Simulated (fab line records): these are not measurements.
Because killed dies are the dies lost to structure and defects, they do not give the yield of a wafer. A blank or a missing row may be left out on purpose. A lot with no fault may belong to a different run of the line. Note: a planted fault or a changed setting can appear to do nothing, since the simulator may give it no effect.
fab line records	flow gf180mcu
[record] lots = 13	wafers = 39	last-day = 34
route steps=602 shown VT_IMPLANT@109 V1@358 V2@399 M3@414
lots untouched by any fault: they come from a run of this same line in which no faults occurred
start-h: hours from the record's opening day to when the first of the lot's shown wafers began	wait-h: hours since the lot's step before	" unchanged from the row above	L1.1+2: one row covering several wafers at once	- no value, or no start was given	* or withheld: withheld	< > ~ a bound
route shown NAME@n: names a module that has steps shown in the file, with the first one's number in the route	usual: mean/standard deviation of fault-free wafers	same: alike in all rows	chamber/n: place in a boat	sites: each site's reading	_std_site: the standard deviation of these	_edge_site: mean of outer sites minus mean of inner sites	radius-mm: for every site, how far away it sits from the centre of the wafer	mask NAME#n: copy n	behind: the tool/chamber that last shaped the wafer	hold: why the lot was held/for how many hours/how that ended	device: the transistor (n, p or np) that didn't switch	end of line: the tests these same wafers got at the end of their route	where a step has no rows: the recipe by itself	killed: dies that structure and defects cost at the first sort, which is not the same as the wafer's yield	map: the dies of a wafer, with x for killed, . for not killed, _ for no die there
set.NAME: the run value of the setting; set.NAME@STEP: its run value at that earlier step	model.NAME: the simulator's own value behind a step, which no gauge read
steps of the route over a sample of lots; a table a step, a row a wafer
services: a tool's chamber out of use, with start hour (start-h, from the record's first day; less than 0 if before it), hours out, and reason
[[steps]]
[step GF_VT_IMPLANT_IMPLANT_19]
[recipe] species = As	energy-kev = 100	dose-cm2 = 4.35e+12	tilt-deg = 7
[usual] dose-ions-cm2 = 4.351e+12/4.6e+09	faraday-current-uA = 24.6/0.55
[same] implant-ion-amu = 75
lot.wafer	tool	chamber	start-h	wait-h	dose-ions-cm2	faraday-current-uA
L926.1	implanter-04	0	122.03	0.0	4.35e+12	24.6
L926.4	"	0	"	"	4.341e+12	24.4
L926.6	"	0	"	"	4.342e+12	24.8
L927.1	implanter-02	0	128.13	0.0	4.357e+12	25.5
L927.2	"	0	"	"	4.351e+12	23.8
L927.4	"	0	"	"	4.353e+12	24.5
L928.2	implanter-01	0	135.66	0.0	4.358e+12	24.9
L928.4	"	0	"	"	4.35e+12	24.3
L928.6	"	0	"	"	4.356e+12	24.4
L929.2	implanter-02	0	142.44	0.0	4.354e+12	24.7
L929.4	"	0	"	"	4.348e+12	25.2
L929.5	"	0	"	"	4.351e+12	25.5
L930.2	implanter-04	0	147.11	0.0	4.344e+12	23.9
L930.3	"	0	"	"	4.349e+12	23.9
L930.4	"	0	"	"	4.344e+12	24.1
L932.1	implanter-02	0	165.62	0.0	4.349e+12	25.0
L932.3	"	0	"	"	4.346e+12	24.1
L932.6	"	0	"	"	4.346e+12	24.3
L933.2	implanter-01	0	178.66	0.0	4.357e+12	25.3
L933.4	"	0	"	"	4.357e+12	23.3
L933.5	"	0	"	"	4.349e+12	24.6
L937.1	implanter-02	0	210.62	0.0	4.356e+12	24.4
L937.4	"	0	"	"	4.351e+12	25.5
L937.6	"	0	"	"	4.356e+12	24.1
L938.1	implanter-04	0	211.52	0.0	5.218e+12	28.7
L938.3	"	0	"	"	5.208e+12	30.6
L938.6	"	0	"	"	5.209e+12	29.9
L939.1	implanter-04	0	215.62	0.0	5.218e+12	29.1
L939.2	"	0	"	"	5.217e+12	28.7
L939.4	"	0	"	"	5.211e+12	28.6
L943.1	implanter-01	0	237.88	0.0	4.346e+12	23.9
L943.2	"	0	"	"	4.356e+12	24.2
L943.5	"	0	"	"	4.352e+12	25.0
L946.1	implanter-02	0	250.58	0.0	4.346e+12	24.8
L946.3	"	0	"	"	4.345e+12	24.5
L946.6	"	0	"	"	4.348e+12	24.2
L949.2	implanter-02	0	271.36	0.0	4.351e+12	24.5
L949.4	"	0	"	"	4.345e+12	24.4
L949.6	"	0	"	"	4.351e+12	24.3
[step GF_VT_IMPLANT_TW_MEAS_21]
[usual] VT_IMPLANT_2_TW = 1213/4.7
lot.wafer	tool	chamber	start-h	wait-h	hold	VT_IMPLANT_2_TW
L926.1	film-metro-04	-	122.28	0.1	-	1210
L926.4	"	-	"	"	-	1210
L926.6	"	-	"	"	-	1208
L927.1	film-metro-02	-	128.38	0.1	-	1216
L927.2	"	-	"	"	-	1210
L927.4	"	-	"	"	-	1211
L928.2	film-metro-04	-	135.89	0.1	-	1210
L928.4	"	-	"	"	-	1214
L928.6	"	-	"	"	-	1207
L929.2	film-metro-02	-	142.68	0.1	-	1215
L929.4	"	-	"	"	-	1211
L929.5	"	-	"	"	-	1212
L930.2	film-metro-01	-	147.34	0.1	-	1215
L930.3	"	-	"	"	-	1214
L930.4	"	-	"	"	-	1214
L932.1	film-metro-01	-	165.87	0.1	-	1219
L932.3	"	-	"	"	-	1212
L932.6	"	-	"	"	-	1214
L933.2	film-metro-04	-	178.89	0.1	-	1215
L933.4	"	-	"	"	-	1213
L933.5	"	-	"	"	-	1221
L937.1	film-metro-04	-	210.87	0.1	-	1211
L937.4	"	-	"	"	-	1211
L937.6	"	-	"	"	-	1207
L938.1	film-metro-02	-	211.77	0.1	await-dispo/0.2h/release	1283
L938.3	"	-	"	"	await-dispo/0.2h/release	1290
L938.6	"	-	"	"	await-dispo/0.2h/release	1284
L938.1	film-metro-02	-	211.99	0.2	-	1287
L938.3	"	-	"	"	-	1282
L938.6	"	-	"	"	-	1292
L939.1	film-metro-01	-	215.87	0.1	await-dispo/0.2h/release	1286
L939.2	"	-	"	"	await-dispo/0.2h/release	1294
L939.4	"	-	"	"	await-dispo/0.2h/release	1292
L939.1	film-metro-01	-	216.09	0.2	-	1286
L939.2	"	-	"	"	-	1286
L939.4	"	-	"	"	-	1297
L943.1	film-metro-04	-	238.13	0.1	-	1212
L943.2	"	-	"	"	-	1213
L943.5	"	-	"	"	-	1213
L946.1	film-metro-01	-	250.83	0.1	-	1212
L946.3	"	-	"	"	-	1211
L946.6	"	-	"	"	-	1215
L949.2	film-metro-02	-	271.59	0.1	-	1215
L949.4	"	-	"	"	-	1218
L949.6	"	-	"	"	-	1218
[step GF_V1_CVD_23]
[recipe] material = W	target-thk-nm = 350	time-s = 105.05	temp-c = 400	pressure-torr = 40
[usual] chamber-pressure-Torr = 40.00/0.1	heater-power-w = 810/160
lot.wafer	tool	chamber	start-h	wait-h	chamber-pressure-Torr	heater-power-w
L926.1	cvd-w-02	0	404.29	0.0	40.06	904
L926.4	"	1	"	"	40.10	653
L926.6	"	1	"	"	40.06	651
L927.1	cvd-w-02	1	416.29	0.0	39.88	640
L927.2	"	0	"	"	40.05	909
L927.4	"	1	"	"	39.84	645
L928.2	cvd-w-02	1	425.42	0.0	40.00	657
L928.4	"	0	"	"	39.81	886
L928.6	"	1	"	"	40.05	648
L929.2	cvd-w-02	1	435.42	0.0	39.92	645
L929.4	"	1	"	"	39.98	649
L929.5	"	1	"	"	39.95	651
L930.2	cvd-w-02	1	442.44	0.0	40.11	625
L930.3	"	0	"	"	39.97	886
L930.4	"	1	"	"	39.97	648
L932.1	cvd-w-01	1	469.04	0.0	40.05	1130
L932.3	"	1	"	"	39.97	1096
L932.6	"	0	"	"	39.97	702
L933.2	cvd-w-02	0	484.41	0.0	40.04	900
L933.4	"	0	"	"	40.29	886
L933.5	"	1	"	"	40.02	643
L938.1	cvd-w-01	0	529.67	0.0	40.01	675
L938.3	"	0	"	"	40.01	693
L938.6	"	1	"	"	40.04	1125
L937.1	cvd-w-02	0	531.41	0.0	39.98	909
L937.4	"	0	"	"	40.02	887
L937.6	"	1	"	"	40.02	671
L939.1	cvd-w-02	0	537.61	0.0	39.98	900
L939.2	"	1	"	"	39.89	646
L939.4	"	0	"	"	40.06	899
L943.1	cvd-w-02	1	567.75	0.0	39.93	631
L943.2	"	0	"	"	39.85	904
L943.5	"	1	"	"	40.03	639
L946.1	cvd-w-02	1	580.17	0.0	39.99	643
L946.3	"	1	"	"	40.09	660
L946.6	"	1	"	"	40.05	654
L949.2	cvd-w-02	0	604.60	0.0	40.08	903
L949.4	"	0	"	"	39.96	900
L949.6	"	1	"	"	40.15	663
[step GF_V2_ETCH_17]
[recipe] chemistry = C4F8/O2/Ar	mask-material = KrF	target = SiO2	stop-on = TiN	source-w = 1500	bias-w = 1200	pressure-mtorr = 40	c4f8-flow-sccm = withheld	O2_flow_sccm = 6	Ar_flow_sccm = 300	time-s = withheld	target-depth-a = 6300
[usual] oes-product-au = 0.856/0.0043
lot.wafer	tool	chamber	start-h	wait-h	oes-product-au
L926.1	rie-diel-01	2	-	-	0.855
L926.4	"	3	"	"	0.860
L926.6	"	0	"	"	0.858
L927.1	rie-diel-02	1	-	-	0.862
L927.2	"	0	"	"	0.863
L927.4	"	2	"	"	0.849
L928.2	rie-diel-02	2	-	-	0.858
L928.4	"	3	"	"	0.865
L928.6	"	3	"	"	0.853
L929.2	rie-diel-04	1	-	-	0.855
L929.4	"	3	"	"	0.855
L929.5	"	3	"	"	0.854
L930.2	rie-diel-01	1	-	-	0.851
L930.3	"	3	"	"	0.858
L930.4	"	0	"	"	0.854
L932.1	rie-diel-02	0	-	-	0.851
L932.3	"	1	"	"	0.862
L932.6	"	0	"	"	0.853
L933.2	rie-diel-04	2	-	-	0.847
L933.4	"	1	"	"	0.846
L933.5	"	3	"	"	0.849
L938.1	rie-diel-02	3	-	-	0.851
L938.3	"	0	"	"	0.859
L938.6	"	0	"	"	0.864
L937.1	rie-diel-01	1	-	-	0.858
L937.4	"	3	"	"	0.856
L937.6	"	0	"	"	0.860
L939.1	rie-diel-01	1	-	-	0.850
L939.2	"	3	"	"	0.851
L939.4	"	0	"	"	0.856
L943.1	rie-diel-04	1	-	-	0.861
L943.2	"	2	"	"	0.860
L943.5	"	1	"	"	0.861
L946.1	rie-diel-02	1	-	-	0.853
L946.3	"	0	"	"	0.857
L946.6	"	3	"	"	0.854
L949.2	rie-diel-04	0	-	-	0.853
L949.4	"	2	"	"	0.858
L949.6	"	0	"	"	0.862
[step GF_M3_RS_MEAS_05]
[recipe] thk-meas-gauge = four-point-probe	reads = TiN_of_M3_SPUTTER_04+Ti_of_M3_SPUTTER_03+AlCu_of_M3_SPUTTER_02+TiN_of_M3_SPUTTER_01+Ti_of_M3_SPUTTER_00
[usual] M3_ALCU_RS = 0.0693/0.001
lot.wafer	tool	chamber	start-h	wait-h	M3_ALCU_RS[ohm/sq]
L926.1	film-metro-02	-	454.69	0.0	0.0691
L926.4	"	-	"	"	0.0690
L926.6	"	-	"	"	0.0696
L927.1	film-metro-02	-	467.87	0.0	0.0694
L927.2	"	-	"	"	0.0688
L927.4	"	-	"	"	0.0678
L928.2	film-metro-01	-	477.35	0.0	0.0691
L928.4	"	-	"	"	0.0691
L928.6	"	-	"	"	0.0700
L929.2	film-metro-01	-	486.91	0.0	0.0706
L929.4	"	-	"	"	0.0694
L929.5	"	-	"	"	0.0695
L930.2	film-metro-04	-	494.05	0.0	0.0691
L930.3	"	-	"	"	0.0688
L930.4	"	-	"	"	0.0704
L932.1	film-metro-04	-	520.00	0.0	0.0676
L932.3	"	-	"	"	0.0699
L932.6	"	-	"	"	0.0698
L933.2	film-metro-02	-	535.19	0.0	0.0687
L933.4	"	-	"	"	0.0702
L933.5	"	-	"	"	0.0686
L938.1	film-metro-02	-	577.88	0.0	0.0683
L938.3	"	-	"	"	0.0678
L938.6	"	-	"	"	0.0707
L937.1	film-metro-01	-	580.31	0.0	0.0696
L937.4	"	-	"	"	0.0696
L937.6	"	-	"	"	0.0700
L939.1	film-metro-01	-	585.70	0.0	0.0702
L939.2	"	-	"	"	0.0704
L939.4	"	-	"	"	0.0695
L943.1	film-metro-02	-	613.60	0.0	0.0680
L943.2	"	-	"	"	0.0686
L943.5	"	-	"	"	0.0688
L946.1	film-metro-01	-	625.76	0.0	0.0697
L946.3	"	-	"	"	0.0675
L946.6	"	-	"	"	0.0697
L949.2	film-metro-02	-	649.39	0.0	0.0692
L949.4	"	-	"	"	0.0685
L949.6	"	-	"	"	0.0694
[[services]]
tool	chamber	start-h	hours	kind
implanter-04	-	113.26	2.2	repair
implanter-02	-	123.13	4.2	pm
rie-diel-04	-	128.93	2.1	repair
rie-diel-01	-	130.29	0.4	repair
rie-diel-01	1	144.29	14.2	repair
rie-diel-02	0	157.78	7.3	repair
implanter-02	-	235.70	2.2	repair
rie-diel-02	0	251.12	9.8	repair
rie-diel-02	0	290.66	7.3	repair
rie-diel-02	0	301.79	3.8	repair
cvd-w-02	0	326.46	12.4	repair
rie-diel-02	3	340.62	48.9	repair
cvd-w-02	-	390.00	14.0	pm
rie-diel-02	-	390.03	2.2	repair
rie-diel-02	-	405.99	14.6	pm
implanter-02	-	415.04	1.8	repair
rie-diel-02	2	506.52	4.4	repair
rie-diel-02	-	514.65	2.8	pm
implanter-02	-	559.84	0.7	repair
cvd-w-02	0	570.76	3.4	repair
rie-diel-02	2	584.24	8.5	repair
cvd-w-02	0	600.22	2.7	repair
implanter-02	-	611.89	3.5	pm
implanter-02	-	617.48	1.7	repair
[[key]]
[first-sign] step = GF_VT_IMPLANT_IMPLANT_19	reading = dose-ions-cm2	direction = up	sigmas = 99+	usual = 4.351e+12	struck = 5.213e+12
[effect] step = GF_VT_IMPLANT_IMPLANT_19	reading = faraday-current-uA	direction = up	sigmas = 8.6	usual = 24.6	struck = 29.3
[effect] step = GF_VT_IMPLANT_TW_MEAS_21	reading = visit	direction = added
[effect] step = GF_VT_IMPLANT_TW_MEAS_21	reading = VT_IMPLANT_2_TW	direction = up	sigmas = 16	usual = 1213	struck = 1288
met-at GF_VT_IMPLANT_IMPLANT_19
struck-lots L938,L939
tester-left-out L938,L939
not-acting-at GF_V1_CVD_23,GF_V2_ETCH_17,GF_M3_RS_MEAS_05
onset-between 147.11 211.52
[fault] kind = process-parameter-drift	tool = implanter-04	chamber = -	onset-h = 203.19	steps = GF_VT_IMPLANT_IMPLANT_19	channel = dose-cm2	offset = 8.6147e+11	shape = step	end-h = 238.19	acts-in = these-recipes-only	stated = 4.35e+12
// tester-left-out: of these lots the tester's yield and bins aren't shown, on N5 and GAA mostly nor the transistor test; their killed dies are dies lost to structure and defects alone, not to doping, threshold or leakage, so they don't give the yield
